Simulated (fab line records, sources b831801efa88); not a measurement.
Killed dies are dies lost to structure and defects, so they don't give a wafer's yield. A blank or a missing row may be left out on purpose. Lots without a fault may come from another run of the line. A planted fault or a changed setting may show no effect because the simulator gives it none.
One fault seen from 2 desks | flow sky130 | each desk has only its own numbers; what lay behind them comes last

THE METROLOGY DESK
What the gauges read, lot by lot, whatever tool the lot ran on: means of the sampled wafers that have a number. A lot is out of limits, marked OUT, if its mean lies more than 4 standard deviations from the usual mean; the brackets give that distance.
Columns: A = METAL1_OVL at SKY_METAL1_OVL_MEAS_16, usual 3 nm; B = VIA1_W_THK at SKY_VIA1_THK_MEAS_23, usual 276 nm
lot  | first seen here | A  | B
L165 | day 32 23:55    | 5  | 274
L166 | day 33 16:01    | 3  | 271
L167 | day 33 20:22    | 0  | 279
L168 | day 34 12:33    | -4 | 276
L169 | day 34 15:16    | -3 | 280
L170 | day 34 22:10    | 1  | 279
L171 | day 34 23:39    | 9  | 271
L173 | day 35 13:19    | -1 | 275
L174 | day 35 18:21    | 2  | 276
L175 | day 36 06:10    | 2  | 280
L177 | day 36 17:16    | 1  | 277
L182 | day 38 19:24    | 8  | 270
L184 | day 39 00:49    | 5  | 275
L186 | day 39 12:00    | 3  | 279
This desk's finding: nothing out of limits on any of the 14 lots.

THE TOOL OWNER'S DESK: rie_diel-02
The tool's own readings at SKY_VIA1_ETCH_14 (etches BARC in N2/H2, stops on SiO2, time 45.9 s, target depth 60 nm): means of the sampled wafers that have a number, for each lot that ran on this tool. A lot is out of limits, marked OUT, if its mean lies more than 4 standard deviations from the usual mean; the brackets give that distance.
Columns: A = drypump_motor_current_A at SKY_VIA1_ETCH_14, usual 5.7 A; B = oes_product_au at SKY_VIA1_ETCH_14, usual 0.854 a.u.; C = run_length_s at SKY_VIA1_ETCH_14, usual 74.3 s; D = throttle_valve_pct at SKY_VIA1_ETCH_14, usual 13.225 %
lot  | first seen here | A   | B                | C               | D
L168 | day 35 16:26    | 5.9 | 0.855            | 74.8            | 13.231
L170 | day 36 01:56    | 5.8 | 0.854            | 74.3            | 13.222
L177 | day 37 20:23    | 5.7 | 0.854            | 74.4            | 13.221
L182 | day 39 22:01    | 5.8 | 0.853            | 74.7            | 13.227
L184 | day 40 03:50    | 5.8 | 0.900 (+9.9) OUT | 69.7 (-9.5) OUT | 13.225
L186 | day 40 14:37    | 6.0 | 0.895 (+8.8) OUT | 69.4 (-10) OUT  | 13.231
This desk's finding: out of limits on L184, L186; first on L184, day 40 03:50 (oes_product_au at SKY_VIA1_ETCH_14). In limits: L168, L170, L177, L182.

PUT TOGETHER
The tool owner's desk could have raised an alarm at day 40 03:50, on L184, L186.
The metrology desk saw nothing out of limits.
The metrology desk has L184, L186 on record, within its limits.
Of the lots named, all ran SKY_VIA1_ETCH_14 on rie_diel-02.

WHAT THE SIMULATOR HAD PUT IN
Process parameter drift: rie_diel-02, from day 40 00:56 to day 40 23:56, at SKY_VIA1_ETCH_14. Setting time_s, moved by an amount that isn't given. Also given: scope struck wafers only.
Lots struck among those shown: L184, L186.
Hours from the fault's start to each desk's first reading out of limits: the tool owner's desk, 3.
